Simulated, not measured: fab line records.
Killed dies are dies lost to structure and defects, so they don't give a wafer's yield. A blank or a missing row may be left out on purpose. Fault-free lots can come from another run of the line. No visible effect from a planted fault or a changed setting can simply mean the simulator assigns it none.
One fault seen from 2 desks	flow sky130	numbers are kept per desk, each desk with only its own; the story behind them comes last

## THE METROLOGY DESK
What the gauges read, lot by lot, whatever tool the lot ran on: means of the sampled wafers that have a number. Marked OUT: a lot whose mean sits more than 4 standard deviations from the usual mean, which makes it out of limits; the brackets give that distance.
Columns: A = cd-nm at SKY_FIELD_ISO_CD_MEAS_13, usual 149.8 nm; B = cd-nm at SKY_LOCAL_INTERCONNECT_CD_MEAS_11, usual 169.9 nm
lot	first seen here	A	B
L837	day 2 18:26	149.1	172.7
L838	day 2 23:29	151.8	170.5
L839	day 3 04:43	149.6	169.4
L840	day 3 08:39	150.6	171.4
L841	day 3 12:04	145.4	171.7
L842	day 3 16:47	150.1	168.6
L845	day 4 08:00	150.7	170.8
L846	day 4 14:26	146.9	167.1
L852	day 5 21:21	150.5	170.0
L853	day 6 02:47	150.8	169.2
L857	day 7 03:44	147.1	169.2
L858	day 7 08:53	151.1	171.3
This desk's finding: nothing out of limits on any of the 12 lots.

## AT THE TOOL OWNER'S DESK: implanter-03
For each lot that ran on this tool, the mean over its sampled wafers that have a number, from the tool's own readings at SKY_LDD_N_IMPLANT_11. Marked OUT: a lot whose mean sits more than 4 standard deviations from the usual mean, which makes it out of limits; the brackets give that distance.
Columns: A = beam-on-s at SKY_LDD_N_IMPLANT_11, usual 10.00 s; B = dose-ions-cm2 at SKY_LDD_N_IMPLANT_11, usual 7.5e+13; C = faraday-current-uA at SKY_LDD_N_IMPLANT_11, usual 423
lot	first seen here	A	B	C
L841	day 20 00:09	9.94	7.5e+13	426
L845	day 21 16:31	10.13	7.5e+13	418
L852	day 23 21:49	9.85	6.0e+13 (-99 or more) OUT	342 (-10) OUT
L853	day 24 03:53	10.22	6.0e+13 (-99 or more) OUT	329 (-12) OUT
This desk's finding: out of limits on L852, L853; first on L852, day 23 21:49 (dose-ions-cm2 at SKY_LDD_N_IMPLANT_11). In limits: L841, L845.

## BROUGHT TOGETHER
The tool owner's desk had the chance to raise an alarm at day 23 21:49 on L852, L853.
The metrology desk saw nothing out of limits.
The metrology desk holds a record of L852, L853, inside its limits.
On implanter-03, each named lot ran SKY_LDD_N_IMPLANT_11.

## WHAT THE SIMULATOR HAD INSERTED
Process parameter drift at SKY_LDD_N_IMPLANT_11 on implanter-03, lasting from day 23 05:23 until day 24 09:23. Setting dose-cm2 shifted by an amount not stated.
Lots struck among those shown: L852, L853.
Hours from the fault's start to each desk's first reading out of limits: the tool owner's desk, 16.
